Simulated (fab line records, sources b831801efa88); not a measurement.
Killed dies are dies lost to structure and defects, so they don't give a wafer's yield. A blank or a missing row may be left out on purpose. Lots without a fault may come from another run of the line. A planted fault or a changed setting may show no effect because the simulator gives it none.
Which tool did it? | flow gf180mcu | 14 lots, 42 wafers sampled, at 4 steps of a route of 602

WHAT THE GAUGES READ, wafer by wafer
GF_HV_LDD_CD_MEAS_07: target cd 400 nm.
lot  | measured     | on        | cd_nm (nm)
L442 | day 10 00:35 | cd_sem-02 | 402.6 403.2 403.9
L444 | day 10 21:57 | cd_sem-02 | 399.7 399.7 398.5
L445 | day 11 00:43 | cd_sem-01 | 401.9 400.9 401.9
L452 | day 13 04:47 | cd_sem-02 | 401.4 402.3 402.3
L453 | day 13 07:46 | cd_sem-01 | 402.6 402.4 403.3
L455 | day 14 01:37 | cd_sem-02 | 398.5 398.3 398.7
L457 | day 14 19:44 | cd_sem-01 | 400.4 399.7 401.2
L458 | day 14 21:12 | cd_sem-02 | 398.2 396.3 401.5
L460 | day 15 20:01 | cd_sem-01 | 399.7 399.5 398.6
L461 | day 16 07:16 | cd_sem-01 | 403.9 404.0 401.1
L462 | day 16 09:49 | cd_sem-02 | 393.8 393.6 394.5
L463 | day 16 14:44 | cd_sem-01 | 397.9 397.9 397.5
L464 | day 17 04:13 | cd_sem-02 | 398.9 398.4 398.4
L465 | day 17 14:16 | cd_sem-01 | 395.6 399.0 398.1

GF_HV_LDD_OVL_MEAS_32.
lot  | measured     | on         | HV_LDD_02_OVL (nm)
L442 | day 11 14:14 | overlay-02 | 1.6 0.9 0.8
L444 | day 12 12:57 | overlay-02 | -0.9 -1.7 -1.6
L445 | day 12 15:29 | overlay-02 | 2.2 1.5 1.0
L452 | day 14 23:04 | overlay-01 | 0.1 -0.9 1.3
L453 | day 15 02:00 | overlay-02 | 3.3 1.7 1.9
L455 | day 15 20:45 | overlay-02 | 2.1 1.0 1.7
L457 | day 16 15:33 | overlay-01 | 0.8 2.0 2.1
L458 | day 16 16:40 | overlay-01 | 0.8 1.8 3.1
L460 | day 17 19:08 | overlay-02 | 0.8 1.4 2.3
L461 | day 18 05:49 | overlay-02 | 0.3 -0.9 1.0
L462 | day 18 09:19 | overlay-01 | 2.8 1.2 2.9
L463 | day 18 14:08 | overlay-01 | 2.6 0.9 2.9
L464 | day 19 04:35 | overlay-02 | 5.5 4.6 3.3
L465 | day 19 15:11 | overlay-01 | 1.5 -0.4 2.4

GF_HV_LDD_CD_MEAS_46: target cd 400 nm.
lot  | measured     | on        | cd_nm (nm)
L442 | day 12 09:27 | cd_sem-02 | 404.7 400.0 401.0
L444 | day 13 10:05 | cd_sem-02 | 399.6 401.0 402.8
L445 | day 13 12:41 | cd_sem-02 | 400.8 400.6 400.5
L452 | day 15 23:10 | cd_sem-01 | 398.1 398.9 398.1
L453 | day 15 23:30 | cd_sem-01 | 400.5 402.1 399.6
L455 | day 16 19:53 | cd_sem-01 | 400.1 398.1 399.4
L457 | day 17 15:14 | cd_sem-01 | 401.1 401.7 400.5
L458 | day 17 15:31 | cd_sem-02 | 396.0 397.3 397.5
L460 | day 18 19:34 | cd_sem-01 | 401.9 401.6 404.2
L461 | day 19 07:07 | cd_sem-01 | 398.4 400.6 399.3
L462 | day 19 09:48 | cd_sem-01 | 400.7 402.0 402.6
L463 | day 19 15:23 | cd_sem-02 | 401.0 399.3 400.0
L464 | day 20 05:55 | cd_sem-02 | 401.0 400.0 401.7
L465 | day 20 16:40 | cd_sem-02 | 397.2 397.0 396.3

WHICH TOOL RAN EACH LOT (tool, then ch and the chambers of the sampled wafers, then the start)
lot  | GF_HV_LDD_SOFTBAKE_42
L442 | litho_track-02 ch 0, day 12 00:18
L444 | litho_track-03 ch 0, day 12 23:34
L445 | litho_track-01 ch 0, day 13 02:50
L452 | litho_track-02 ch 0, day 15 12:26
L453 | litho_track-02 ch 0, day 15 13:03
L455 | litho_track-03 ch 0, day 16 08:28
L457 | litho_track-03 ch 0, day 17 03:56
L458 | litho_track-03 ch 0, day 17 04:31
L460 | litho_track-01 ch 0, day 18 07:30
L461 | litho_track-02 ch 0, day 18 18:07
L462 | litho_track-01 ch 0, day 18 21:36
L463 | litho_track-03 ch 0, day 19 03:23
L464 | litho_track-01 ch 0, day 19 17:47
L465 | litho_track-01 ch 0, day 20 04:23
- GF_HV_LDD_SOFTBAKE_42: time 60 s.

WHAT THE TOOLS THEMSELVES READ (means of the sampled wafers that have a number; where no wafer has one, the mark that the record gives instead)
GF_HV_LDD_SOFTBAKE_42.
lot  | tool           | run_length_s (s)
L442 | litho_track-02 | 89.24
L444 | litho_track-03 | 89.01
L445 | litho_track-01 | 89.16
L452 | litho_track-02 | 90.40
L453 | litho_track-02 | 89.88
L455 | litho_track-03 | 88.99
L457 | litho_track-03 | 89.02
L458 | litho_track-03 | 88.99
L460 | litho_track-01 | 89.14
L461 | litho_track-02 | 89.07
L462 | litho_track-01 | 89.17
L463 | litho_track-03 | 88.90
L464 | litho_track-01 | 89.12
L465 | litho_track-01 | 89.17

THE ANSWER, worked out from the rows above alone
Rule: what is usual is taken from the lots themselves. Put in order of their means at a reading, lots are off if they are a third of the lots or fewer, leave a main group of 4 or more, and stand apart from it by a gap of 3 or more times the standard deviation of the main group's means; of several such gaps the widest counts. A main group whose means are all the same, to the digits that the tables above print for the reading, isn't used. A lot without any number at a reading at which 4 lots or more have one is off too. The other lots that the step has rows for count as sound. The gauges are gone through in route order, then the tools' own readings, and for those a lot's mean is taken as printed above. The first step at which some lot is off is used, and at that step the reading that is off furthest; a lot without a number counts as furthest.
Off: L452, L453, at GF_HV_LDD_SOFTBAKE_42 (run_length_s). The main group: mean 89.08 s, standard deviation 0.096.
A tool fits if, at that step or a process step before it, it ran every lot that is off, and no sound lot after the first of them. None of those tried fits.

WHAT THE SIMULATOR HAD PUT IN
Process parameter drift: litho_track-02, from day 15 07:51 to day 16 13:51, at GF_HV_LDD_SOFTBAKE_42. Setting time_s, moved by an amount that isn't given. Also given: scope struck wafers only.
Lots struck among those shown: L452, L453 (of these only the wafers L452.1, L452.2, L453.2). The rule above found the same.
